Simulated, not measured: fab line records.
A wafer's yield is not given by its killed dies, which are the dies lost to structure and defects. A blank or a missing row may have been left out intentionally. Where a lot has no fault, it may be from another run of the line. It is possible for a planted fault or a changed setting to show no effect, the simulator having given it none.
A struck lot beside a sound one -- flow sky130 -- 15 out of 708 route steps
Sound: wafers L689.3, L689.5, L689.6. Wafers L698.1, L698.3, L698.5 were the ones struck. Last of all comes the cause.
At each step with rows: each side's tool, then ch and its chambers, then its first start. Under that, the readings that differ: sound wafers -- struck wafers -- difference of the means -- sigmas: that difference in standard deviations of wafers without a fault.
alike: words and numbers the same on both sides, and readings whose means are apart by under 2 such deviations; not compared: readings that were withheld, readings missing a value for some wafer, numbers with overlapping values and no deviation given by the record, and bounds like >300 which may hide the same value.
The two part at a step that has a row with sigmas, a row that says differs or no value, or rows on one side only. Non-overlapping numbers with no deviation appear without sigmas and do not part them. A reading that every wafer of one side lacks parts them only if that side has two wafers or more.

SKY_VT_ADJUST_LVTN_TW_MEAS_10:
  sound: film_metro-03 at day 7 07:31; struck: film_metro-01 at day 9 12:52
reading,sound,struck,difference,sigmas
VT_ADJUST_LVTN_TW,246.2 245.9 246.0,241.2 242.2 241.6,-4.4,-2
then, 7 steps without rows for these wafers: SKY_VT_ADJUST_LVTN_DEHYDRATE_11 (time 60 s); SKY_VT_ADJUST_LVTN_HMDS_12 (prime time 60 s); SKY_VT_ADJUST_LVTN_COAT_13 (resist thk 1140 nm); SKY_VT_ADJUST_LVTN_SOFTBAKE_14 (time 60 s); SKY_VT_ADJUST_LVTN_EXPOSE_15 (exposes mask HVN STD DERIVED, target cd 600 nm); SKY_VT_ADJUST_LVTN_PEB_16; SKY_VT_ADJUST_LVTN_DEVELOP_17 (develop time 60 s).
SKY_VT_ADJUST_LVTN_OVL_MEAS_18:
  sound: overlay-01 at day 8 03:28; struck: overlay-01 at day 10 10:58
  alike: VT_ADJUST_LVTN_01_OVL
then, 1 step without rows for these wafers: SKY_VT_ADJUST_LVTN_IMPLANT_19.
SKY_VT_ADJUST_LVTN_STRIP_20: strips in O2/N2.
  sound on plasma_asher-03 ch 0,1, day 8 03:41; struck on plasma_asher-03 ch 1, day 10 11:09
  alike: drypump_motor_current_A, oes_product_au, strip_time_to_endpoint_s
  not compared: rf_hours_counter_h
SKY_VT_ADJUST_LVTN_TW_MEAS_21:
  sound: film_metro-03 at day 8 03:46; struck: film_metro-03 at day 10 11:15
  alike: VT_ADJUST_LVTN_2_TW
SKY_VT_ADJUST_NCORE_DEHYDRATE_00: time 60 s.
  sound on litho_track-03 ch 0, day 8 13:25; struck on litho_track-01 ch 0, day 10 22:55
reading,sound,struck,difference,sigmas
heater_power_total_W (W),160.33 160.49 160.41,164.48 164.54 164.38,+4.06,+34
run_length_s (s),88.87 88.85 89.26,84.80 84.78 84.80,-4.20,-23
then, 1 step without rows for these wafers: SKY_VT_ADJUST_NCORE_HMDS_01 (prime time 60 s).
-- record jumps: 37 days separate the struck wafers' starts on either side; left off in module VT_ADJUST_NCORE, taken up again in module PAD_OPEN, whose first shown step is the route's number 708 --
SKY_PAD_OPEN_PROBE_99:
  only the struck wafers here have rows in the record (prober-01, day 48 07:32); the sound ones have none

WHERE THEY PART
At SKY_VT_ADJUST_LVTN_TW_MEAS_10 first; at SKY_PAD_OPEN_PROBE_99 last (within this record only).

WHY: what had been put in by the simulator
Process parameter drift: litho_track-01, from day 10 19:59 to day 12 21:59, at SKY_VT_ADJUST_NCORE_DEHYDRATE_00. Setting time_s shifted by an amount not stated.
